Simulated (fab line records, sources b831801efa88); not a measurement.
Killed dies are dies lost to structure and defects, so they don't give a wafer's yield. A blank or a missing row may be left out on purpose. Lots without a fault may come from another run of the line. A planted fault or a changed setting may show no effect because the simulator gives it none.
fab line records | flow gf180mcu
record lots=14 wafers=42 last_day=34
route steps=602 shown LVPWELL@63 PSD@255 M1@321 V2@405
lots that met no fault: from a run of the same line without faults
start_h: hours from the record's first day to the start of the lot's first wafer shown | wait_h: hours since the lot's step before | " the same as in the row above | L1.1+2: a row that stands for several wafers | - no value, or no start given | * or withheld: withheld | < > ~ a bound
route shown NAME@n: a module of which the file shows steps, and the number in the route of the first | usual: mean/standard deviation of fault-free wafers | same: alike in all rows | chamber/n: place in a boat | sites: the reading at each site | _std_site: their standard deviation | _edge_site: outer sites' mean less inner sites' | radius_mm: how far each site lies from the wafer's centre | mask NAME#n: copy n | behind: the tool/chamber that last shaped the wafer | hold: why the lot was held/for how many hours/how that ended | device: the transistor (n, p or np) that didn't switch | end of line: the same wafers' tests at the end of the route | a step without rows: its recipe alone | killed: dies lost to structure and defects at the first sort, not the wafer's yield | map: a wafer's dies, x killed, . not, _ none there
set.NAME: the setting as run; set.NAME@STEP: as run at that earlier step | model.NAME: the simulator's own value behind a step, which no gauge read
steps of the route over a sample of lots; a table a step, a row a wafer
services: from which hour (start_h, from the record's first day; less than 0 if before it) a tool's chamber was out of use, for how many hours, and why
## steps
# step GF_LVPWELL_IMPLANT_09
# recipe species=B energy_kev=60 dose_cm2=5e+12 tilt_deg=0
# usual beam_energy_keV=60.003/0.019 beam_on_s=10.00/0.22 faraday_current_uA=28.2/0.62
# columns lot.wafer tool chamber start_h wait_h beam_energy_keV beam_on_s faraday_current_uA
L215.3 implanter-02 0 73.19 0.1 60.000 9.71 28.9
L215.4 " 0 " " 60.016 9.71 28.9
L215.5 " 0 " " 60.023 10.18 27.6
L216.2 implanter-02 0 74.67 0.1 60.003 9.99 28.2
L216.4 " 0 " " 59.995 9.98 28.2
L216.5 " 0 " " 59.985 10.05 28.0
L217.1 implanter-02 0 80.35 0.1 60.000 9.85 28.7
L217.4 " 0 " " 60.005 9.88 28.6
L217.6 " 0 " " 59.977 9.88 28.5
L219.2 implanter-02 0 89.96 0.1 60.009 10.01 28.3
L219.4 " 0 " " 60.015 10.31 27.4
L219.6 " 0 " " 59.996 10.06 28.0
L220.3 implanter-01 0 93.72 0.1 59.954 9.94 28.4
L220.4 " 0 " " 59.970 10.26 27.6
L220.5 " 0 " " 59.988 10.05 28.1
L222.2 implanter-03 0 116.74 0.1 60.011 10.47 26.9
L222.4 " 0 " " 60.008 9.98 28.3
L222.5 " 0 " " 59.981 10.22 27.6
L224.2 implanter-02 0 126.82 0.1 59.985 10.20 27.8
L224.5 " 0 " " 59.996 9.77 28.8
L224.6 " 0 " " 60.004 10.21 27.8
L228.1 implanter-01 0 146.12 0.1 60.022 10.09 28.0
L228.4 " 0 " " 59.997 9.76 28.9
L228.5 " 0 " " 59.995 10.36 27.3
L232.1 implanter-02 - 161.68 0.1 - - -
L232.2 " - " " - - -
L232.5 " - " " - - -
L233.3 implanter-02 - 170.99 0.1 - - -
L233.4 " - " " - - -
L233.6 " - " " - - -
L235.2 implanter-02 0 187.79 0.1 59.980 9.93 28.5
L235.5 " 0 " " 60.008 10.40 27.1
L235.6 " 0 " " 60.005 9.81 28.6
L236.2 implanter-01 0 195.17 0.1 60.003 9.63 29.2
L236.4 " 0 " " 60.005 10.01 28.2
L236.6 " 0 " " 60.022 10.07 28.0
L237.3 implanter-02 0 196.27 0.1 60.025 10.12 27.9
L237.4 " 0 " " 60.031 9.81 28.7
L237.5 " 0 " " 59.999 10.07 28.0
L238.1 implanter-02 0 210.54 0.1 60.025 10.11 27.8
L238.4 " 0 " " 60.015 10.29 27.5
L238.5 " 0 " " 60.025 9.92 28.5
# step GF_LVPWELL_TW_MEAS_11
# usual LVPWELL_TW=561.5/2.7
# columns lot.wafer tool chamber start_h wait_h LVPWELL_TW
L215.3 film_metro-04 - 73.41 0.1 554.5
L215.4 " - " " 560.3
L215.5 " - " " 561.8
L216.2 film_metro-04 - 74.91 0.1 561.4
L216.4 " - " " 561.3
L216.5 " - " " 558.3
L217.1 film_metro-03 - 80.60 0.1 564.3
L217.4 " - " " 565.4
L217.6 " - " " 564.9
L219.2 film_metro-03 - 90.20 0.1 562.4
L219.4 " - " " 564.9
L219.6 " - " " 564.0
L220.3 film_metro-01 - 93.94 0.1 562.0
L220.4 " - " " 562.6
L220.5 " - " " 561.0
L222.2 film_metro-01 - 116.98 0.1 558.7
L222.4 " - " " 560.3
L222.5 " - " " 559.6
L224.2 film_metro-01 - 127.05 0.1 558.0
L224.5 " - " " 557.0
L224.6 " - " " 560.9
L228.1 film_metro-04 - 146.37 0.1 560.9
L228.4 " - " " 561.3
L228.5 " - " " 562.2
L232.1 film_metro-01 - 161.93 0.1 527.5
L232.2 " - " " 522.3
L232.5 " - " " 525.8
L233.3 film_metro-04 - 171.21 0.1 524.0
L233.4 " - " " 523.1
L233.6 " - " " 528.7
L235.2 film_metro-03 - 188.03 0.1 560.6
L235.5 " - " " 558.8
L235.6 " - " " 559.7
L236.2 film_metro-04 - 195.40 0.1 558.8
L236.4 " - " " 560.0
L236.6 " - " " 560.4
L237.3 film_metro-04 - 196.49 0.1 558.2
L237.4 " - " " 555.2
L237.5 " - " " 561.1
L238.1 film_metro-03 - 210.86 0.1 560.5
L238.4 " - " " 568.3
L238.5 " - " " 564.9
# step GF_VT_IMPLANT_RS_MEAS_48
# recipe thk_meas_gauge=four-point-probe
# usual LVPWELL_RS=1197/3.7
# columns lot.wafer tool chamber start_h wait_h LVPWELL_RS[ohm/sq]
L215.3 film_metro-01 - 158.96 0.1 1200
L215.4 " - " " 1199
L215.5 " - " " 1195
L216.2 film_metro-04 - 159.99 0.1 1202
L216.4 " - " " 1203
L216.5 " - " " 1203
L217.1 film_metro-03 - 166.88 0.1 1193
L217.4 " - " " 1195
L217.6 " - " " 1191
L219.2 film_metro-03 - 178.94 0.1 1200
L219.4 " - " " 1199
L219.6 " - " " 1201
L220.3 film_metro-04 - 183.88 0.1 1198
L220.4 " - " " 1200
L220.5 " - " " 1197
L222.2 film_metro-01 - 210.76 0.1 1188
L222.4 " - " " 1194
L222.5 " - " " 1195
L224.2 film_metro-03 - 225.16 0.1 1196
L224.5 " - " " 1196
L224.6 " - " " 1197
L228.1 film_metro-04 - 247.80 0.1 1195
L228.4 " - " " 1197
L228.5 " - " " 1198
L232.1 film_metro-03 - 267.39 0.1 1536
L232.2 " - " " 1540
L232.5 " - " " 1543
L233.3 film_metro-01 - 278.13 0.1 1530
L233.4 " - " " 1535
L233.6 " - " " 1532
L235.2 film_metro-04 - 299.43 0.1 1198
L235.5 " - " " 1195
L235.6 " - " " 1203
L236.2 film_metro-04 - 307.47 0.1 1207
L236.4 " - " " 1203
L236.6 " - " " 1203
L237.3 film_metro-01 - 308.26 0.1 1198
L237.4 " - " " 1195
L237.5 " - " " 1196
L238.1 film_metro-01 - 326.32 0.1 1199
L238.4 " - " " 1197
L238.5 " - " " 1198
# step GF_PSD_CD_MEAS_07
# recipe target_cd_nm=400
# usual cd_nm=401.0/2.5
# columns lot.wafer tool chamber start_h wait_h cd_nm
L216.2 cd_sem-02 - 317.90 0.1 405.7
L216.4 " - " " 404.5
L216.5 " - " " 407.2
L215.3 cd_sem-01 - 318.90 0.1 400.8
L215.4 " - " " 403.3
L215.5 " - " " 402.1
L217.1 cd_sem-01 - 329.33 0.1 396.9
L217.4 " - " " 396.8
L217.6 " - " " 397.8
L219.2 cd_sem-02 - 341.47 0.1 402.4
L219.4 " - " " 398.6
L219.6 " - " " 401.3
L220.3 cd_sem-01 - 348.54 0.1 397.9
L220.4 " - " " 399.4
L220.5 " - " " 398.7
L222.2 cd_sem-02 - 383.06 0.1 399.1
L222.4 " - " " 399.8
L222.5 " - " " 401.1
L224.2 cd_sem-02 - 406.52 0.1 401.3
L224.5 " - " " 399.7
L224.6 " - " " 402.5
L228.1 cd_sem-01 - 430.15 0.1 399.1
L228.4 " - " " 398.4
L228.5 " - " " 401.2
L235.2 cd_sem-01 - 492.92 0.1 400.5
L235.5 " - " " 403.0
L235.6 " - " " 400.5
L237.3 cd_sem-01 - 504.34 0.1 406.9
L237.4 " - " " 405.0
L237.5 " - " " 406.0
L236.2 cd_sem-01 - 504.64 0.1 404.8
L236.4 " - " " 403.3
L236.6 " - " " 403.1
L238.1 cd_sem-01 - 526.22 0.1 393.2
L238.4 " - " " 395.6
L238.5 " - " " 398.3
# step GF_M1_THK_MEAS_06
# recipe thk_meas_gauge=xrf reads=AlCu_of_M1_SPUTTER_02
# usual M1_ALCU_THK=450/5.4
# columns lot.wafer tool chamber start_h wait_h M1_ALCU_THK[nm]
L216.2 film_metro-01 - 364.49 0.1 457
L216.4 " - " " 457
L216.5 " - " " 449
L215.3 film_metro-01 - 366.12 0.1 453
L215.4 " - " " 462
L215.5 " - " " 460
L217.1 film_metro-01 - 377.22 0.1 458
L217.4 " - " " 455
L217.6 " - " " 461
L219.2 film_metro-02 - 389.75 0.1 443
L219.4 " - " " 436
L219.6 " - " " 443
L220.3 film_metro-02 - 396.64 0.1 448
L220.4 " - " " 447
L220.5 " - " " 448
L222.2 film_metro-02 - 433.69 0.1 453
L222.4 " - " " 453
L222.5 " - " " 451
L224.2 film_metro-02 - 458.88 0.1 449
L224.5 " - " " 450
L224.6 " - " " 451
L228.1 film_metro-02 - 483.03 0.1 450
L228.4 " - " " 454
L228.5 " - " " 451
L235.2 film_metro-01 - 542.36 0.1 452
L235.5 " - " " 452
L235.6 " - " " 451
L237.3 film_metro-03 - 553.18 0.1 441
L237.4 " - " " 448
L237.5 " - " " 453
L236.2 film_metro-01 - 553.90 0.1 448
L236.4 " - " " 452
L236.6 " - " " 449
L238.1 film_metro-01 - 574.71 0.1 456
L238.4 " - " " 455
L238.5 " - " " 453
# step GF_V2_CVD_23
# recipe material=W target_thk_nm=350 time_s=104.94 temp_c=400 pressure_torr=40
# usual heater_power_outer_w=538/61 heater_power_w=862/87
# columns lot.wafer tool chamber start_h wait_h heater_power_outer_w heater_power_w since_wet_clean_h
L216.2 cvd_w-02 0 463.69 0.0 594 908 560
L216.4 " 1 " " 508 782 -
L216.5 " 0 " " 582 927 -
L215.3 cvd_w-01 1 465.06 0.1 449 738 -
L215.4 " 0 " " 616 939 -
L215.5 " 1 " " 444 749 -
L217.1 cvd_w-01 1 476.89 0.0 436 742 73
L217.4 " 1 " " 457 753 -
L217.6 " 0 " " 596 955 -
L219.2 cvd_w-01 1 488.40 0.0 455 754 84
L219.4 " 0 " " 593 968 -
L219.6 " 1 " " 450 743 -
L220.3 cvd_w-02 1 497.75 0.1 497 788 -
L220.4 " 0 " " 580 961 -
L220.5 " 1 " " 511 787 -
L222.2 cvd_w-02 1 533.65 0.0 515 796 630
L222.4 " 1 " " 496 783 -
L222.5 " 0 " " 586 956 -
L224.2 cvd_w-01 1 556.94 0.0 462 744 153
L224.5 " 0 " " 606 958 -
L224.6 " 1 " " 456 765 -
L228.1 cvd_w-02 0 579.06 0.0 581 952 675
L228.4 " 0 " " 597 957 -
L228.5 " 0 " " 593 924 -
L235.2 cvd_w-01 0 634.10 0.0 599 950 230
L235.5 " 0 " " 597 971 -
L235.6 " 1 " " 447 755 -
L237.3 cvd_w-01 0 642.02 0.1 589 981 -
L237.4 " 1 " " 447 763 -
L237.5 " 0 " " 606 976 -
L236.2 cvd_w-01 0 643.28 0.0 614 971 239
L236.4 " 1 " " 454 749 -
L236.6 " 1 " " 458 763 -
L238.1 cvd_w-02 1 663.07 0.0 509 802 759
L238.4 " 0 " " 583 944 -
L238.5 " 1 " " 508 786 -
## services
# columns tool chamber start_h hours kind
implanter-01 - 51.81 23.2 pm
cvd_w-01 - 53.83 10.7 repair
cvd_w-02 1 62.97 6.4 repair
cvd_w-02 - 88.44 0.9 repair
cvd_w-01 - 126.77 3.4 repair
implanter-02 - 129.10 3.1 pm
implanter-02 - 173.58 3.9 repair
cvd_w-01 0 246.03 9.8 repair
cvd_w-02 0 254.66 5.4 repair
cvd_w-02 - 288.46 2.8 pm
cvd_w-02 - 328.20 0.3 repair
cvd_w-02 - 382.25 0.4 repair
cvd_w-01 - 390.00 14.0 pm
cvd_w-01 1 406.39 8.5 repair
cvd_w-02 - 416.39 1.0 repair
cvd_w-01 - 423.81 1.2 repair
cvd_w-02 - 456.50 1.4 repair
cvd_w-02 - 519.25 2.4 repair
cvd_w-01 - 584.18 1.5 repair
implanter-02 - 585.52 3.6 repair
implanter-02 - 608.18 4.1 repair
implanter-02 - 618.10 4.9 pm
implanter-02 - 624.26 4.2 repair
cvd_w-02 - 633.10 0.5 repair
## key
first_sign step=GF_LVPWELL_IMPLANT_09 reading=tool_record direction=missing
effect step=GF_LVPWELL_TW_MEAS_11 reading=LVPWELL_TW direction=down sigmas=13 usual=561.5 struck=525.2
effect step=GF_VT_IMPLANT_RS_MEAS_48 reading=LVPWELL_RS direction=up sigmas=93 usual=1197 struck=1536
met_at GF_LVPWELL_IMPLANT_09
struck_lots L232,L233
later_rows_left_out L232.1,L232.2,L232.5,L233.3,L233.4,L233.6
sort_left_out L232.1,L232.2,L232.5,L233.3,L233.4,L233.6
tester_left_out L232,L233
not_acting_at GF_PSD_CD_MEAS_07,GF_M1_THK_MEAS_06,GF_V2_CVD_23
onset_between 126.82 161.68
fault kind=skipped_step_whole tool=implanter-02 chamber=- onset_h=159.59 steps=GF_LVPWELL_IMPLANT_09 scope=struck_lots_only
# tester_left_out: of these lots the tester's yield and bins aren't shown, on N5 and GAA mostly nor the transistor test; their killed dies are dies lost to structure and defects alone, not to doping, threshold or leakage, so they don't give the yield
# sort_left_out: the simulated sort isn't trusted on such a fault, so these wafers' sort isn't shown, and their yield isn't known
# later_rows_left_out: the simulator's readings of these wafers behind a module that went badly wrong aren't trusted and aren't shown, but for the sort
